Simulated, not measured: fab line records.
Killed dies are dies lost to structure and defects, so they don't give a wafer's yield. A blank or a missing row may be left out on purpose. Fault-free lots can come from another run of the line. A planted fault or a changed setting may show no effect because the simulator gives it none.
A struck lot beside a sound one | flow sky130 | 34 steps out of a route of 708
Sound: the wafers L667.1, L667.3, L667.4. Wafers L659.2, L659.3, L659.5 were the ones struck. The cause is named last.
For every step that has rows: the tool of each side, followed by ch and its chambers, followed by its first start. Under that, the readings that differ: sound wafers | struck wafers | difference of the means | sigmas: that difference in standard deviations of wafers without a fault.
alike: same words and numbers on both sides, and readings whose means sit less than 2 such deviations apart. not compared: any withheld reading, any reading some wafer has no value for, any bound like >300 that may hide the same value, and any number with overlapping values for which the record gives no deviation.
A row with sigmas, a row that says differs or no value, or rows on one side alone: a step with any of these is where the two part. Non-overlapping numbers with no deviation appear without sigmas and do not part them. A reading missing from all wafers of one side parts the sides only when that side holds two or more wafers.

first, 7 steps without rows for these wafers: SKY_SONOS_TUNNEL_DEVELOP_06 (develop time 57.16 s); SKY_SONOS_TUNNEL_IMPLANT_09; SKY_SONOS_TUNNEL_WET_ETCH_10 (etches SiO2 in dHF, target depth 14 nm, time 280 s); SKY_SONOS_TUNNEL_STRIP_11 (strips in SPM, time 600 s); SKY_SONOS_TUNNEL_CLEAN_13 (cleans in dHF, time 20 s); SKY_SONOS_ONO_OXIDATION_00 (stabilise 600 s, purge 300 s, target thk 2.6 nm); SKY_SONOS_ONO_CVD_02 (deposits Si3N4 from DCS/NH3, target thk 10.5 nm, time 180 s).
SKY_SONOS_ONO_CVD_04: deposits SiO2 from SiH4/N2O, target thk 5.7199 nm.
  sound on lpcvd-03 ch 0, day 17 07:15; struck on lpcvd-03 ch 0, day 14 10:46
  reading                                    | sound             | struck            | difference | sigmas
  model.SiO2_of_SONOS_ONO_CVD_04.thk_nm (nm) | 5.651 5.635 5.585 | 6.424 6.414 6.383 | +0.783     |
  alike: spike_tc_upper_C
SKY_SONOS_ONO_THK_MEAS_05:
  struck on film_metro-01, day 14 12:02; sound on film_metro-02, day 17 08:30
  reading                   | sound          | struck         | difference | sigmas
  SONOS_ONO_CVD_04_THK (nm) | 5.65 5.65 5.57 | 6.43 6.39 6.39 | +0.78      | +8
then, 23 steps without rows for these wafers: SKY_SONOS_ONO_DEHYDRATE_06 (time 60 s); SKY_SONOS_ONO_HMDS_07 (prime time 60 s); SKY_SONOS_ONO_COAT_08 (resist thk 1140 nm); SKY_SONOS_ONO_SOFTBAKE_09 (time 60 s); SKY_SONOS_ONO_EXPOSE_10 (exposes mask ONOM, target cd 410 nm); SKY_SONOS_ONO_PEB_11; SKY_SONOS_ONO_DEVELOP_12 (develop time 60 s); SKY_SONOS_ONO_ETCH_15 (etches the open film in CHF3/O2, target depth 19.52 nm, time 7.8 s); SKY_SONOS_ONO_WET_ETCH_16 (etches SiO2 in dHF, target depth 14 nm, time 280 s); SKY_SONOS_ONO_STRIP_17 (strips in O2/N2); SKY_SONOS_ONO_WET_ETCH_18 (etches Si3N4 in H3PO4, target depth 15 nm, time 172 s); SKY_GATE_OXIDE_CLEAN_00 (cleans in SC1/SC2, time 150 s); SKY_GATE_OXIDE_OXIDATION_01 (stabilise 600 s, purge 300 s, target thk 10.268 nm); SKY_GATE_OXIDE_DEHYDRATE_03 (time 60 s); SKY_GATE_OXIDE_HMDS_04 (prime time 60 s); SKY_GATE_OXIDE_COAT_05 (resist thk 1140 nm); SKY_GATE_OXIDE_SOFTBAKE_06 (time 60 s); SKY_GATE_OXIDE_EXPOSE_07 (exposes mask LVOM, target cd 600 nm); SKY_GATE_OXIDE_PEB_08; SKY_GATE_OXIDE_DEVELOP_09 (develop time 60 s); SKY_GATE_OXIDE_IMPLANT_11; SKY_GATE_OXIDE_WET_ETCH_12 (etches SiO2 in dHF, target depth 16.8 nm, time 336 s); SKY_GATE_OXIDE_STRIP_13 (strips in O2/N2).
-- the record jumps here: 2 days lie between the struck wafers' starts before and after --
SKY_GATE_OXIDE_CLEAN_15: cleans in SC1/SC2, time 150 s.
  sound on wet_bench-04 ch 2, day 19 22:40; struck on wet_bench-03 ch 3, day 16 20:55
  reading                                    | sound             | struck            | difference | sigmas
  model.SiO2_of_SONOS_ONO_CVD_04.thk_nm (nm) | 4.136 4.123 4.062 | 4.901 4.898 4.861 | +0.780     |
-- a jump in the record: the struck wafers' starts before and after are 31 days apart (it breaks off in module GATE_OXIDE and resumes in module PAD_OPEN, where the first step shown is number 708 of the route) --
SKY_PAD_OPEN_PROBE_99:
  struck on prober-02, day 48 02:16; sound on prober-02, day 49 20:39
  reading                                 | sound               | struck               | difference | sigmas
  model.etest.sonos_uncharged.r_on_ohm_um | 799.5 803.1 810     | 825.9 830 824.3      | +22.5      |
  model.etest.cap_ono.gate_log10_a_cm2    | -8.034 -8.04 -7.871 | -8.558 -8.545 -8.674 | -0.611     |
  model.etest.cap_ono.gate_bv_v (V)       | 16.36 15.99 16.08   | 16.98 16.86 17.16    | +0.86      |
  model.etest.cap_ono.tox_acc_nm (nm)     | 12.93 12.96 12.87   | 13.35 13.4 13.38     | +0.46      |
  model.etest.sonos_programmed.vt_v (V)   | 1.399 1.433 1.442   | 1.16 1.191 1.123     | -0.27      |
  model.etest.sonos_erased.vt_v (V)       | -2.19 -2.237 -2.225 | -2.087 -2.076 -2.026 | +0.154     |
  model.etest.sonos_baked.vt_v (V)        | 0.9638 1.004 1.015  | 0.7172 0.6969 0.6773 | -0.2971    |
  alike: killed_at_M0_to_M3, killed_at_M4_up, killed_at_contacts, killed_at_front_end, killed_at_other, killed_dies, killed_open, killed_short
  not compared: model.etest.sonos_erased.drive_ua_um

## WHERE THEY PART
Within this record, at SKY_SONOS_ONO_THK_MEAS_05 only. Later steps at which nothing parts them and some readings are alike: SKY_PAD_OPEN_PROBE_99.

WHY: the cause the simulator had injected
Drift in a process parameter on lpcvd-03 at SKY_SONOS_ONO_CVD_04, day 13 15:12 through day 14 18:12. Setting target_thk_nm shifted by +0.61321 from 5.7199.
